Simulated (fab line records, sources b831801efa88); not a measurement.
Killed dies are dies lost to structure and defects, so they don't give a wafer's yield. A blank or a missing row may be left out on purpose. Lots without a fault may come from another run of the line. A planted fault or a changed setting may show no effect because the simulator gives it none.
Problem report in the 8D (eight disciplines) form, filled by code | flow gf180mcu | the parts of the form that need people (team, actions taken, sign-off) are left out

1. THE PROBLEM
rf_fwd_power_W at GF_MIM_METAL_ETCH_19 reads a mean of 664 W on 6 wafers of 2 lots; wafers without a fault read 792 W with a standard deviation of 4. That is -32 standard deviations from the usual mean.
The step: etches the open film in Cl2/BCl3, stops on Si3N4, target depth 324.5 nm, time 54.1 s.
First seen on wafer L500.1, day 29 02:25, on rie_metal-03. The record holds 42 wafers of 14 lots with a number at this step. Rule for "out", or "out of limits": more than 4 standard deviations from the usual mean. The other wafers with a number count as sound.

2. WHAT IT IS AND WHAT IT IS NOT
question                    | is                     | is not
which readings at this step | rf_fwd_power_W         | drypump_motor_current_A
which lots                  | L500, L501             | L489, L490, L491, L492, L496, L502, L503, L506, L507, L508, L509, L512
which wafers of those lots  | all that have a number | -
read on which tools         | rie_metal-03           | rie_metal-01, rie_metal-04
when                        | from day 29 02:25      | up to then (15 sound wafers); but 21 sound wafers of L502, L503, L506, L507, L508, L509, L512 came after

3. SUSPECTS, AND WHAT RULES EACH OUT
Counting: a tool at a process step up to the reading stays a suspect if it ran every lot that is out and no sound lot after the first of them.
- rie_diel-02 at GF_V4_ETCH_16 (etches BARC in N2/H2): ruled out as a lasting fault. Sound lots L506, L507 ran on it after its first lot that is out, L500 (day 28 05:11).
- rie_metal-03 at GF_MIM_METAL_ETCH_19 (etches the open film in Cl2/BCl3, stops on Si3N4, target depth 324.5 nm, time 54.1 s): kept. It ran every lot that is out, first L500 (day 29 02:25), and no sound lot after that; its last sound lot up to then is L492 (day 26 17:00). Its own readings are out on those wafers: rf_fwd_power_W.
Left after counting: rie_metal-03 at GF_MIM_METAL_ETCH_19.

4. THE CAUSE (what the simulator had put in)
Process parameter drift: rie_metal-03, from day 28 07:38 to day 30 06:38, at GF_MIM_METAL_ETCH_19. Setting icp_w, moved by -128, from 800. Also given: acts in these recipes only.
Counting left only this tool.

5. THE CHAIN OF EFFECTS, in route order
Each row: a reading whose mean over the struck wafers that have a number lies more than 3 standard deviations from the usual. Only readings for which the record gives a usual standard deviation are gone through. hours: the time from each lot's start at the first step in this table that gives one to its start at this step, as a median over the lots. sigmas: the change in usual standard deviations.
hours | step                 | reading                  | usual      | on struck wafers | change | sigmas
0     | GF_MIM_METAL_ETCH_19 | oes_product_au           | 0.941 a.u. | 0.911            | -0.029 | -5.0
0     | GF_MIM_METAL_ETCH_19 | rf_fwd_power_W           | 792 W      | 664              | -128   | -32
0     | GF_MIM_METAL_ETCH_19 | throttle_valve_pct       | 28.284 %   | 28.323           | +0.040 | +4.2
0     | GF_MIM_STRIP_20      | strip_time_to_endpoint_s | 11.22 s    | 11.48            | +0.26  | +6.3
The process steps in it:
- GF_MIM_METAL_ETCH_19: etches the open film in Cl2/BCl3, stops on Si3N4, target depth 324.5 nm, time 54.1 s.
- GF_MIM_STRIP_20: strips in O2/N2.

6. WHAT WOULD HAVE CAUGHT IT SOONER
In this record the first reading out of limits was taken at day 29 02:25, 19 hours after the fault began at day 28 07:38.
